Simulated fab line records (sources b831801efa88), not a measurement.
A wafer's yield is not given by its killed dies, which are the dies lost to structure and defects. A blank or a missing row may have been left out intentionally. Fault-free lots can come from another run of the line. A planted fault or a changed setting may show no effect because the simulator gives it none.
Which tool did it? :: flow gf180mcu :: 45 wafers from 15 lots sampled at 4 of the route's 602 steps

WHAT THE GAUGES READ, wafer by wafer
GF_STI_THK_MEAS_24. Usual: STI_CVD_23_THK 653 nm, standard deviation 8.4.
lot: L689
measured: day 2 03:47
on: film_metro-04
STI_CVD_23_THK (nm): 659 669 660
flag: 

lot: L690
measured: day 2 08:23
on: film_metro-04
STI_CVD_23_THK (nm): 663 667 658
flag: 

lot: L691
measured: day 2 14:16
on: film_metro-04
STI_CVD_23_THK (nm): 658 652 649
flag: 

lot: L692
measured: day 2 18:41
on: film_metro-04
STI_CVD_23_THK (nm): 665 670 662
flag: 

lot: L693
measured: day 2 23:30
on: film_metro-01
STI_CVD_23_THK (nm): 650 654 651
flag: 

lot: L694
measured: day 3 04:51
on: film_metro-02
STI_CVD_23_THK (nm): 658 656 650
flag: 

lot: L695
measured: day 3 10:59
on: film_metro-01
STI_CVD_23_THK (nm): 651 660 652
flag: 

lot: L700
measured: day 4 15:19
on: film_metro-02
STI_CVD_23_THK (nm): 662 660 657
flag: 

lot: L701
measured: day 4 19:20
on: film_metro-01
STI_CVD_23_THK (nm): 654 656 657
flag: 

lot: L702
measured: day 5 00:37
on: film_metro-04
STI_CVD_23_THK (nm): 657 650 641
flag: 

lot: L703
measured: day 5 04:16
on: film_metro-04
STI_CVD_23_THK (nm): 667 667 660
flag: 

lot: L704
measured: day 5 10:26
on: film_metro-04
STI_CVD_23_THK (nm): 650 651 656
flag: 

lot: L706
measured: day 5 20:08
on: film_metro-01
STI_CVD_23_THK (nm): 643 644 656
flag: 

lot: L711
measured: day 6 19:57
on: film_metro-02
STI_CVD_23_THK (nm): 640 637 650
flag: 

lot: L712
measured: day 7 02:45
on: film_metro-01
STI_CVD_23_THK (nm): 646 640 633
flag: 

GF_VT_IMPLANT_OVL_MEAS_18. Usual: VT_IMPLANT_01_OVL 0.6 nm, standard deviation 1.3.
lot: L689
measured: day 6 07:13
on: overlay-01
VT_IMPLANT_01_OVL (nm): 0.2 1.4 -0.2
flag: 

lot: L690
measured: day 6 12:30
on: overlay-01
VT_IMPLANT_01_OVL (nm): -0.3 -2.7 -0.7
flag: 

lot: L691
measured: day 6 17:10
on: overlay-02
VT_IMPLANT_01_OVL (nm): 1.8 2.2 1.3
flag: 

lot: L692
measured: day 6 23:50
on: overlay-01
VT_IMPLANT_01_OVL (nm): 0.3 0.9 0.6
flag: 

lot: L693
measured: day 7 04:48
on: overlay-02
VT_IMPLANT_01_OVL (nm): -0.6 -1.0 -0.1
flag: 

lot: L694
measured: day 7 11:01
on: overlay-02
VT_IMPLANT_01_OVL (nm): 0.5 0.3 1.0
flag: 

lot: L695
measured: day 7 18:22
on: overlay-02
VT_IMPLANT_01_OVL (nm): 3.7 1.9 3.2
flag: 

lot: L700
measured: day 9 08:58
on: overlay-02
VT_IMPLANT_01_OVL (nm): 3.1 1.7 0.9
flag: 

lot: L701
measured: day 9 12:49
on: overlay-02
VT_IMPLANT_01_OVL (nm): 2.1 0.4 0.0
flag: 

lot: L702
measured: day 9 18:22
on: overlay-02
VT_IMPLANT_01_OVL (nm): 0.7 0.6 0.3
flag: 

lot: L703
measured: day 9 22:51
on: overlay-01
VT_IMPLANT_01_OVL (nm): -0.3 0.1 0.7
flag: 

lot: L704
measured: day 10 07:07
on: overlay-01
VT_IMPLANT_01_OVL (nm): 0.9 1.0 -1.0
flag: 

lot: L706
measured: day 10 20:32
on: overlay-02
VT_IMPLANT_01_OVL (nm): 1.0 -0.8 -0.3
flag: 

lot: L711
measured: day 11 23:10
on: overlay-02
VT_IMPLANT_01_OVL (nm): 0.8 0.8 1.1
flag: 

lot: L712
measured: day 12 09:43
on: overlay-01
VT_IMPLANT_01_OVL (nm): 0.7 2.6 -0.4
flag: 

GF_HV_LDD_THK_MEAS_55. Usual: HV_LDD_CVD_54_THK 9.98 nm, standard deviation 0.15.
lot: L689
measured: day 12 12:35
on: film_metro-01
HV_LDD_CVD_54_THK (nm): 9.71 9.61 9.57
flag: 

lot: L690
measured: day 12 16:38
on: film_metro-01
HV_LDD_CVD_54_THK (nm): 9.93 9.98 9.98
flag: 

lot: L694
measured: day 13 22:14
on: film_metro-01
HV_LDD_CVD_54_THK (nm): 9.99 10.09 10.10
flag: 

lot: L695
measured: day 14 09:54
on: film_metro-01
HV_LDD_CVD_54_THK (nm): 9.98 9.99 10.04
flag: 

lot: L700
measured: day 16 10:32
on: film_metro-01
HV_LDD_CVD_54_THK (nm): 10.06 10.09 10.13
flag: 

lot: L701
measured: day 16 17:14
on: film_metro-02
HV_LDD_CVD_54_THK (nm): 10.25 10.12 10.28
flag: 

lot: L702
measured: day 17 00:56
on: film_metro-03
HV_LDD_CVD_54_THK (nm): 10.06 10.13 10.13
flag: 

lot: L703
measured: day 17 04:11
on: film_metro-02
HV_LDD_CVD_54_THK (nm): 9.97 9.95 10.04
flag: 

lot: L704
measured: day 17 15:52
on: film_metro-02
HV_LDD_CVD_54_THK (nm): 9.96 10.05 10.02
flag: 

lot: L706
measured: day 18 06:15
on: film_metro-01
HV_LDD_CVD_54_THK (nm): 10.21 10.12 10.13
flag: 

lot: L711
measured: day 19 17:45
on: film_metro-03
HV_LDD_CVD_54_THK (nm): 9.79 9.83 9.89
flag: 

lot: L712
measured: day 20 06:12
on: film_metro-01
HV_LDD_CVD_54_THK (nm): 9.95 9.90 9.81
flag: 

WHAT TOOL EACH LOT RAN ON (gives the tool, then ch and the chambers of the sampled wafers, and finally the start)
lot: L689
GF_DUAL_GATE_EXPOSE_08: iline_stepper-01 ch 0, day 8 00:53

lot: L690
GF_DUAL_GATE_EXPOSE_08: iline_stepper-02 ch 0, day 8 06:02

lot: L691
GF_DUAL_GATE_EXPOSE_08: iline_stepper-02, day 8 11:20

lot: L692
GF_DUAL_GATE_EXPOSE_08: iline_stepper-02, day 8 18:11

lot: L693
GF_DUAL_GATE_EXPOSE_08: iline_stepper-02, day 8 23:58

lot: L694
GF_DUAL_GATE_EXPOSE_08: iline_stepper-02 ch 0, day 9 07:31

lot: L695
GF_DUAL_GATE_EXPOSE_08: iline_stepper-02 ch 0, day 9 15:28

lot: L700
GF_DUAL_GATE_EXPOSE_08: iline_stepper-02 ch 0, day 11 09:32

lot: L701
GF_DUAL_GATE_EXPOSE_08: iline_stepper-02 ch 0, day 11 15:13

lot: L702
GF_DUAL_GATE_EXPOSE_08: iline_stepper-02 ch 0, day 11 19:35

lot: L703
GF_DUAL_GATE_EXPOSE_08: iline_stepper-02 ch 0, day 12 01:00

lot: L704
GF_DUAL_GATE_EXPOSE_08: iline_stepper-02 ch 0, day 12 10:58

lot: L706
GF_DUAL_GATE_EXPOSE_08: iline_stepper-01 ch 0, day 12 23:17

lot: L711
GF_DUAL_GATE_EXPOSE_08: iline_stepper-01 ch 0, day 14 03:28

lot: L712
GF_DUAL_GATE_EXPOSE_08: iline_stepper-01 ch 0, day 14 15:20
- GF_DUAL_GATE_EXPOSE_08: exposes mask Dualgate, target cd 700 nm.

AS READ BY THE TOOLS THEMSELVES (means over the sampled wafers that have a number; for cases with no such wafer, the mark the record gives instead)
GF_DUAL_GATE_EXPOSE_08. Usual: exposure_dose_mJ_cm2 139.99, standard deviation 0.14; focus_offset_nm 0.0 nm, standard deviation 0.47.
lot: L689
tool: iline_stepper-01
exposure_dose_mJ_cm2: 139.90
focus_offset_nm (nm): -0.5
flag: 

lot: L690
tool: iline_stepper-02
exposure_dose_mJ_cm2: 140.13
focus_offset_nm (nm): -0.1
flag: 

lot: L691
tool: iline_stepper-02
exposure_dose_mJ_cm2: -
focus_offset_nm (nm): -
flag: OFF

lot: L692
tool: iline_stepper-02
exposure_dose_mJ_cm2: -
focus_offset_nm (nm): -
flag: OFF

lot: L693
tool: iline_stepper-02
exposure_dose_mJ_cm2: -
focus_offset_nm (nm): -
flag: OFF

lot: L694
tool: iline_stepper-02
exposure_dose_mJ_cm2: 139.90
focus_offset_nm (nm): -0.1
flag: 

lot: L695
tool: iline_stepper-02
exposure_dose_mJ_cm2: 139.83
focus_offset_nm (nm): 0.0
flag: 

lot: L700
tool: iline_stepper-02
exposure_dose_mJ_cm2: 140.05
focus_offset_nm (nm): -0.3
flag: 

lot: L701
tool: iline_stepper-02
exposure_dose_mJ_cm2: 140.06
focus_offset_nm (nm): -0.1
flag: 

lot: L702
tool: iline_stepper-02
exposure_dose_mJ_cm2: 139.98
focus_offset_nm (nm): -0.6
flag: 

lot: L703
tool: iline_stepper-02
exposure_dose_mJ_cm2: 140.13
focus_offset_nm (nm): 0.8
flag: 

lot: L704
tool: iline_stepper-02
exposure_dose_mJ_cm2: 140.02
focus_offset_nm (nm): -0.1
flag: 

lot: L706
tool: iline_stepper-01
exposure_dose_mJ_cm2: 139.90
focus_offset_nm (nm): -0.1
flag: 

lot: L711
tool: iline_stepper-01
exposure_dose_mJ_cm2: 139.97
focus_offset_nm (nm): 0.2
flag: 

lot: L712
tool: iline_stepper-01
exposure_dose_mJ_cm2: 140.18
focus_offset_nm (nm): 0.1
flag: 

THE ANSWER, worked out from the rows above alone
Rule: take the mean of a lot's wafers that have a number; if it is more than 3 standard deviations from the usual mean, the lot is off. A lot without any number at a reading at which 4 lots or more have one is off too. Any other lot the step has rows for is counted as sound. After the gauges, taken in route order, come the tools' own readings; for these a lot's mean is taken, as printed above. At the first step where some lot is off, the reading lying furthest off is the one used; lots without a number count as furthest.
Off: L691, L692, L693 (GF_DUAL_GATE_EXPOSE_08, exposure_dose_mJ_cm2). Without a number there: L691, L692, L693.
A tool fits if, at that step or a process step before it, it ran every lot that is off, and no sound lot after the first of them. Of those tried, none fits.

WHAT THE SIMULATOR HAD PUT IN
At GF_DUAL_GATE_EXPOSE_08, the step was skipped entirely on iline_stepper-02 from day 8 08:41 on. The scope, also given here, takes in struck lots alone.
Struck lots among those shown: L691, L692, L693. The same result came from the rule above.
